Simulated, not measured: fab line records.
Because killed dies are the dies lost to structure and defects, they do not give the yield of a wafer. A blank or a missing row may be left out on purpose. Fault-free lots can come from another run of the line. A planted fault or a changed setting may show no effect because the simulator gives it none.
Check for tools in common -- flow gf180mcu -- 12 lots and 42 wafers in the sample

== WHAT PROMPTED THE OPENING ==
Of 12 lots, 2 have the reading V4_CVD_00_THK flagged at GF_V4_THK_MEAS_01. No-fault wafers: 600 nm, standard deviation 5.5.
Rule: a lot is flagged in two cases, either no wafer of it has a number, or all its wafers with numbers fall more than 4 standard deviations from that mean. The other lots count as sound.

lot,measured,on,"V4_CVD_00_THK (nm), wafer by wafer",flag
L393,day 23 23:29,film_metro-03,598 604 597,
L395,day 24 13:55,film_metro-01,588 600 603,
L398,day 25 15:40,film_metro-01,600 608 605,
L399,day 25 20:02,film_metro-04,603 601 601,
L400,day 26 06:53,film_metro-04,601 597 606,
L401,day 26 19:02,film_metro-03,604 606 598,
L402,day 27 00:00,film_metro-01,602 601 605,
L406,day 28 10:12,film_metro-01,510 511 517 510 510 516,FLAGGED
L409,day 29 01:14,film_metro-01,513 507 511 512 507 511,FLAGGED
L412,day 29 21:03,film_metro-01,599 607 600,
L413,day 30 05:18,film_metro-01,596 601 595,
L415,day 30 15:49,film_metro-01,588 590 592,
The mean of the flagged lots' numbers is 511 nm, -89 nm from the usual (-16 standard deviations).

== TOOL THAT RAN EACH LOT ==
Before the reading, the record contains 3 process steps out of a 602-step route. Every cell lists first the tool, next ch and the chambers used by the sampled wafers, and last the start.
lot,flag,GF_V3_SPUTTER_22,GF_M4_SPUTTER_03,GF_V4_CVD_00
L393,,"pvd_sputter-01, day 22 23:01","pvd_sputter-04, day 22 23:49","hdpcvd-01 ch 0,1,2, day 23 23:24"
L395,,"pvd_sputter-03, day 23 13:17","pvd_sputter-04, day 23 14:04","hdpcvd-02 ch 0,2, day 24 13:50"
L398,,"pvd_sputter-03, day 24 16:45","pvd_sputter-02, day 24 17:33","hdpcvd-01 ch 0,1,2, day 25 15:34"
L399,,"pvd_sputter-03, day 24 20:30","pvd_sputter-02, day 24 21:37","hdpcvd-01 ch 0,2, day 25 19:56"
L400,,"pvd_sputter-02, day 25 08:35","pvd_sputter-04, day 25 09:23","hdpcvd-02 ch 0,2, day 26 06:49"
L401,,"pvd_sputter-03, day 25 20:00","pvd_sputter-03, day 25 20:53","hdpcvd-01 ch 1,2, day 26 18:57"
L402,,"pvd_sputter-01, day 26 00:59","pvd_sputter-03, day 26 01:46","hdpcvd-02 ch 0,1,2, day 26 23:55"
L406,FLAGGED,"pvd_sputter-01, day 27 12:16","pvd_sputter-02, day 27 13:03","hdpcvd-02 ch 1,2, day 28 10:07"
L409,FLAGGED,"pvd_sputter-03, day 28 03:37","pvd_sputter-04, day 28 04:25","hdpcvd-02 ch 0,1,2, day 29 01:10"
L412,,"pvd_sputter-01, day 29 00:07","pvd_sputter-04, day 29 00:56","hdpcvd-01 ch 0,1,2, day 29 20:58"
L413,,"pvd_sputter-03, day 29 08:32","pvd_sputter-02, day 29 09:59","hdpcvd-01 ch 0,1,2, day 30 05:13"
L415,,"pvd_sputter-02, day 29 19:49","pvd_sputter-04, day 29 20:37","hdpcvd-01 ch 1,2, day 30 15:45"
What these steps do:
- GF_V3_SPUTTER_22: material TiN, target thk 10 nm, time 40 s.
- GF_M4_SPUTTER_03: material Ti, target thk 10 nm, time 6.7 s.
- GF_V4_CVD_00: deposits SiO2, target thk 600 nm, time 100 s.
- GF_V4_THK_MEAS_01

== FLAGGED OVER TOTAL, TOOL BY TOOL (the gauges that took the reading come last) ==
step,tool,lots run,flagged,share of the flagged lots,sound lots run after its first flagged lot
GF_V3_SPUTTER_22,pvd_sputter-01,4,1,some,1 (L412)
GF_V3_SPUTTER_22,pvd_sputter-02,2,0,none,-
GF_V3_SPUTTER_22,pvd_sputter-03,6,1,some,1 (L413)
GF_M4_SPUTTER_03,pvd_sputter-02,4,1,some,1 (L413)
GF_M4_SPUTTER_03,pvd_sputter-03,2,0,none,-
GF_M4_SPUTTER_03,pvd_sputter-04,6,1,some,"2 (L412,L415)"
GF_V4_CVD_00,hdpcvd-01,7,0,none,-
GF_V4_CVD_00,hdpcvd-02,5,2,all,0
GF_V4_THK_MEAS_01,film_metro-01,8,2,all,"3 (L412,L413,L415)"
GF_V4_THK_MEAS_01,film_metro-03,2,0,none,-
GF_V4_THK_MEAS_01,film_metro-04,2,0,none,-

== WHAT THE TABLE PERMITS ==
Table rows that saw every flagged lot: 2, namely hdpcvd-02 at GF_V4_CVD_00 and film_metro-01 at GF_V4_THK_MEAS_01.
- hdpcvd-02 at GF_V4_CVD_00 ran 5 lots, 2 of them flagged. It ran its last sound lot, L402, at day 26 23:55 and its first flagged lot, L406, at day 28 10:07: a fault with its onset between the two fits. Its own readings lie more than 4 standard deviations out on every wafer of the flagged lots: sih4_flow_sccm.
- film_metro-01 at GF_V4_THK_MEAS_01 ran 8 lots, 2 of them flagged. Sound lots ran on it after the first flagged one (L412, L413, L415), which a lasting fault on the whole tool wouldn't allow.
One tool is left: hdpcvd-02 at GF_V4_CVD_00.

== WHAT THE SIMULATOR PUT IN ==
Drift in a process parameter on hdpcvd-02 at GF_V4_CVD_00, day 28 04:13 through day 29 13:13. From 60, the setting sih4_flow_sccm moved by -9. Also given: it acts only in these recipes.
Shown lots that were struck: L406, L409. The rule above reached the same finding.
